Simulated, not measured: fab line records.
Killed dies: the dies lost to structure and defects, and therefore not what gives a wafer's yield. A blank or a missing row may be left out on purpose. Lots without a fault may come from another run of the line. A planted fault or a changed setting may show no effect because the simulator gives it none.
A lot that was struck, set against a sound lot | flow sky130 | 31 steps out of a route of 708
Sound: these wafers, L131.2, L131.4, L131.6. Struck: wafer L147.5 (left out: L147.2, L147.4 of the same lot, which were not struck); the cause appears at the end.
Order at every step that has rows: each side's tool, ch and its chambers, its first start. Under that, the readings that differ: sound wafers | struck wafers | difference of the means | sigmas: that difference in standard deviations of wafers without a fault.
alike: readings whose means differ by less than 2 such deviations, and words and numbers that are the same on both sides. not compared: withheld readings, readings that some wafer has no value for, bounds like >300 that may hide the same value, and numbers for which the record gives no deviation and whose values overlap.
The two part at a step that has a row with sigmas, a row that says differs or no value, or rows on one side only. When numbers do not overlap yet have no deviation, they are printed without sigmas and do not part them. Lack of a reading on every wafer of one side parts them only where that side has two or more wafers.

SKY_LI_CONTACT_OVL_MEAS_13:
  sound on overlay-01, day 29 11:59; struck on overlay-02, day 34 17:29
  alike: LI_CONTACT_OVL
then, 1 step without rows for these wafers: SKY_LI_CONTACT_ETCH_14 (etches BARC in N2/H2, stops on SiO2, time 45.9 s, target depth 60 nm).
SKY_LI_CONTACT_ETCH_15: etches PSG in C4F8/O2/Ar, stops on Si, target depth 600 nm.
  sound on rie-diel-03 ch 0,1, day 29 12:03; struck on rie-diel-01 ch 2, day 34 17:33
  alike: oes-product-au
SKY_LI_CONTACT_STRIP_16: strips in O2/N2.
  sound on plasma-asher-04 ch 0,1, day 29 12:08; struck on plasma-asher-04 ch 1, day 34 17:38
  reading                      | sound          | struck | difference | sigmas
  strip-time-to-endpoint-s (s) | 3.45 3.49 3.47 | 3.59   | +0.12      | +3
  alike: drypump-motor-current-A, oes-product-au
  not compared: rf-hours-counter-h
then, 4 steps without rows for these wafers: SKY_LI_CONTACT_CLEAN_17 (cleans in NMP, time 600 s); SKY_LI_CONTACT_PRE_CLEAN_18 (time 5.6 s); SKY_LI_CONTACT_SPUTTER_19 (material Ti, target thk 20 nm, time 106.37 s); SKY_LI_CONTACT_SPUTTER_20 (material TiN, target thk 20 nm, time 80 s).
SKY_LI_CONTACT_CVD_21: deposits W, target thk 400 nm, time 120.56 s.
  sound on cvd-w-01 ch 0,1, day 29 12:34; struck on cvd-w-02 ch 0, day 34 18:05
  alike: heater-power-w
SKY_LI_CONTACT_RS_MEAS_22: a four-point-probe measurement.
  sound on film-metro-04, day 29 12:43; struck on film-metro-01, day 34 18:14
  alike: LI_CONTACT_W_RS
SKY_LI_CONTACT_THK_MEAS_23: measures by xrf.
  sound on film-metro-04, day 29 12:49; struck on film-metro-01, day 34 18:20
  alike: LI_CONTACT_W_THK
then, 1 step without rows for these wafers: SKY_LI_CONTACT_CMP_24 (polishes, stops on PSG, t overpolish 20 s, target thk 0 nm).
SKY_LOCAL_INTERCONNECT_SPUTTER_00: material TiN, target thk 100 nm, time 83.3 s.
  sound on pvd-sputter-04, day 29 13:10; struck on pvd-sputter-01, day 34 18:41
  reading                                                | sound             | struck | difference | sigmas
  model.TiN_of_LOCAL_INTERCONNECT_SPUTTER_00.thk-nm (nm) | 99.59 100.8 100.1 | 89.89  | -10.27     |
  alike: throttle-valve-pct
SKY_LOCAL_INTERCONNECT_RS_MEAS_01: a four-point-probe measurement.
  sound on film-metro-01, day 29 13:15; struck on film-metro-02, day 34 18:46
  reading                            | sound             | struck | difference | sigmas
  LOCAL_INTERCONNECT_TIN_RS (ohm/sq) | 14.19 14.04 14.12 | 15.83  | +1.71      | +11
SKY_LOCAL_INTERCONNECT_THK_MEAS_02: measures by xrf.
  sound on film-metro-01, day 29 13:22; struck on film-metro-02, day 34 18:53
  reading                         | sound           | struck | difference | sigmas
  LOCAL_INTERCONNECT_TIN_THK (nm) | 98.9 100.0 99.4 | 90.6   | -8.8       | -8
then, 8 steps without rows for these wafers: SKY_LOCAL_INTERCONNECT_DEHYDRATE_03 (time 60 s); SKY_LOCAL_INTERCONNECT_HMDS_04 (prime time 60 s); SKY_LOCAL_INTERCONNECT_COAT_05 (resist thk 60 nm); SKY_LOCAL_INTERCONNECT_COAT_06 (resist thk 450 nm); SKY_LOCAL_INTERCONNECT_SOFTBAKE_07 (time 90 s); SKY_LOCAL_INTERCONNECT_EXPOSE_08 (exposes mask LI1M, target cd 170 nm); SKY_LOCAL_INTERCONNECT_PEB_09; SKY_LOCAL_INTERCONNECT_DEVELOP_10 (develop time 60 s).
SKY_LOCAL_INTERCONNECT_CD_MEAS_11: the cd target is 170 nm.
  sound on cd-sem-02, day 30 17:35; struck on cd-sem-02, day 35 20:32
  alike: cd-nm
SKY_LOCAL_INTERCONNECT_OVL_MEAS_12:
  sound on overlay-02, day 30 17:41; struck on overlay-02, day 35 20:38
  alike: LOCAL_INTERCONNECT_OVL
SKY_LOCAL_INTERCONNECT_ETCH_13: etches BARC in N2/H2, stops on SiO2, time 45.9 s, target depth 60 nm.
  sound on rie-metal-03 ch 0,1, day 30 17:43; struck on rie-metal-03 ch 1, day 35 20:40
  alike: drypump-motor-current-A, oes-product-au, throttle-valve-pct
  not compared: rf-hours-counter-h
SKY_LOCAL_INTERCONNECT_METAL_ETCH_14: etches TiN in Cl2/BCl3, stops on PSG, target depth 110 nm, time 31.4 s.
  sound on rie-metal-03 ch 0,1, day 30 17:47; struck on rie-metal-03 ch 1, day 35 20:44
  reading                | sound                | struck | difference | sigmas
  oes-product-au (a.u.)  | 0.940 0.949 0.938    | 0.892  | -0.050     | -7
  throttle-valve-pct (%) | 21.895 21.901 21.877 | 21.935 | +0.044     | +4
  alike: drypump-motor-current-A
  not compared: rf-hours-counter-h
SKY_LOCAL_INTERCONNECT_STRIP_15: strips in O2/N2.
  sound on plasma-asher-01 ch 0,1, day 30 17:50; struck on plasma-asher-04 ch 0, day 35 20:47
  alike: drypump-motor-current-A, oes-product-au, strip-time-to-endpoint-s
  not compared: rf-hours-counter-h
SKY_LOCAL_INTERCONNECT_STRIP_16: strips in post etch residue remover, time 1200 s.
  sound on wet-bench-01 ch 1, day 30 17:56; struck on wet-bench-04 ch 2, day 35 20:53
  reading                                                | sound             | struck | difference | sigmas
  model.TiN_of_LOCAL_INTERCONNECT_SPUTTER_00.thk-nm (nm) | 99.17 100.4 99.66 | 89.47  | -10.27     |
then, 1 step without rows for these wafers: SKY_LOCAL_INTERCONNECT_CLEAN_17 (cleans in IPA, time 180 s).
-- a jump in the record: the struck wafers' starts before and after are 14 days apart (it breaks off in module LOCAL_INTERCONNECT and resumes in module PAD_OPEN, where the first step shown is number 708 of the route) --
SKY_PAD_OPEN_PROBE_99:
  sound on prober-02, day 45 22:28; struck on prober-02, day 49 20:01
  reading                        | sound             | struck | difference | sigmas
  model.etest.res-li.line-ohm-um | 75.47 74.88 74.54 | 82.72  | +7.76      |
  model.etest.res-li.rs-ohm-sq   | 12.8 12.65 12.79  | 14.2   | +1.5       |
  alike: killed_at_M0_to_M3, killed_at_M4_up, killed-at-contacts, killed-at-front-end, killed-at-other, killed-dies, killed-open, killed-short

WHERE THEY PART
Last at SKY_LOCAL_INTERCONNECT_METAL_ETCH_14 as far as this record goes, first at SKY_LI_CONTACT_STRIP_16. Later steps at which nothing parts them and some readings are alike: SKY_LOCAL_INTERCONNECT_STRIP_15, SKY_PAD_OPEN_PROBE_99.

WHY: whatever the simulator had introduced
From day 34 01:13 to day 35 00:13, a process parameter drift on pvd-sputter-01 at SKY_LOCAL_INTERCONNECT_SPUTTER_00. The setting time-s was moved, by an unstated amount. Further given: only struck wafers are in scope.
